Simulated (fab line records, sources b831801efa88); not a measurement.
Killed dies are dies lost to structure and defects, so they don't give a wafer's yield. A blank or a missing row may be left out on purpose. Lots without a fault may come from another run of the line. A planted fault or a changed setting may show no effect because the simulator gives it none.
Chamber matching | flow sky130 | SKY_POLY_GATE_ETCH_17 on rie_si-02: 4 sister chambers
The step etches poly-Si in HBr/Cl2, stops on SiO2, target depth 180 nm, time 70.5 s. 4 wafers are shown with their chamber, then 10 later ones without.

WAFERS WITH THEIR CHAMBER
wafer  | chamber | drypump_motor_current_A (A)
L086.5 | 3       | 5.74
L088.3 | 0       | 5.72
L090.2 | 2       | 5.81
L090.3 | 1       | 6.25

WAFERS WITHOUT THEIR CHAMBER
wafer  | drypump_motor_current_A (A)
L090.5 | 5.70
L092.2 | 5.70
L092.3 | 5.74
L092.4 | 5.79
L094.2 | 6.31
L094.3 | 5.72
L094.5 | 5.73
L096.1 | 5.75
L096.3 | 5.82
L096.4 | 5.71

WHICH CHAMBER EACH WENT THROUGH
wafer  | from the rows above     | in truth
L090.5 | can't be placed: 0 or 3 | 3
L092.2 | can't be placed: 0 or 3 | 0
L092.3 | can't be placed: 3 or 0 | 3
L092.4 | can't be placed: 2 or 3 | 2
L094.2 | 1                       | 1
L094.3 | can't be placed: 0 or 3 | 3
L094.5 | can't be placed: 3 or 0 | 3
L096.1 | can't be placed: 3 or 0 | 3
L096.3 | 2                       | 2
L096.4 | can't be placed: 0 or 3 | 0
Placed correctly: 2 of 10. Can't be placed from these rows: 8 (the true chamber is among the candidates in 8). Placed wrongly: 0.
How it was worked out, from the rows above alone: a wafer's distance from a chamber is the root of the sum, over the readings, of the square of ((its reading less the chamber's mean) divided by the reading's scatter). The wafer belongs to the nearest chamber; if the next one is less than 2 further off, it can't be placed. A chamber's mean is the mean of its shown wafers. The scatter: with one shown wafer a chamber, the root of the mean of the squares of how far each hidden wafer lies from its nearest shown one.
